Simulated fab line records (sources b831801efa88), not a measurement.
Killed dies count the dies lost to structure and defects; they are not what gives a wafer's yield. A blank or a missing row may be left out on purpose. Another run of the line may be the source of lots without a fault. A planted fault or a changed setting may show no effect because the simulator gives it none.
Matching of chambers ; flow gf180mcu ; GF_SAB_ETCH_11 on rie-diel-01: 4 sister chambers
The step etches SiO2 in C4F8/O2/Ar, target depth 55 nm, time 8.5 s. 14 wafers are shown with their chamber, then 6 later ones without.

== WAFERS PAIRED WITH THEIR CHAMBERS ==
wafer;chamber;oes-product-au (a.u.)
L437.1;1;0.996
L437.3;0;0.987
L437.4;2;1.002
L440.1;3;0.997
L440.3;2;1.006
L440.5;0;0.999
L441.3;0;0.986
L441.4;1;0.989
L441.5;3;0.983
L442.1;1;0.999
L442.2;2;0.998
L442.4;0;1.009
L443.1;0;0.985
L443.4;2;1.000

SIGNATURES (averages over the wafers above)
reading;chamber 0;chamber 1;chamber 2;chamber 3;scatter within a chamber
oes-product-au;0.99320;0.99467;1.00150;0.99000;0.00791
Rule: for each reading, subtract the chamber's mean from the wafer's reading, divide by that reading's scatter and square the result; add these up over the readings and take the root, which gives the wafer's distance from the chamber. The wafer belongs to the nearest chamber; if the next one is less than 2 further off, it can't be placed. The scatter is the square root of a quotient: the sum, over the shown wafers, of each reading's squared deviation from its chamber's mean, divided by wafers minus chambers.

== WAFERS MISSING THEIR CHAMBER ==
wafer;oes-product-au (a.u.)
L444.3;0.995
L444.4;1.000
L444.5;0.985
L445.1;0.986
L445.4;1.001
L445.5;1.007

== THE CHAMBER EACH PASSED THROUGH ==
wafer;from the rows above;in truth
L444.3;can't be placed: 1 or 0 or 3 or 2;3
L444.4;can't be placed: 2 or 1 or 0 or 3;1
L444.5;can't be placed: 3 or 0 or 1 or 2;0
L445.1;can't be placed: 3 or 0 or 1 or 2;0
L445.4;can't be placed: 2 or 1 or 0 or 3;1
L445.5;can't be placed: 2 or 1 or 0 or 3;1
Placed correctly: 0 of 6. These rows do not allow placing 6 (true chamber among the candidates in 6). Placed wrongly: 0.
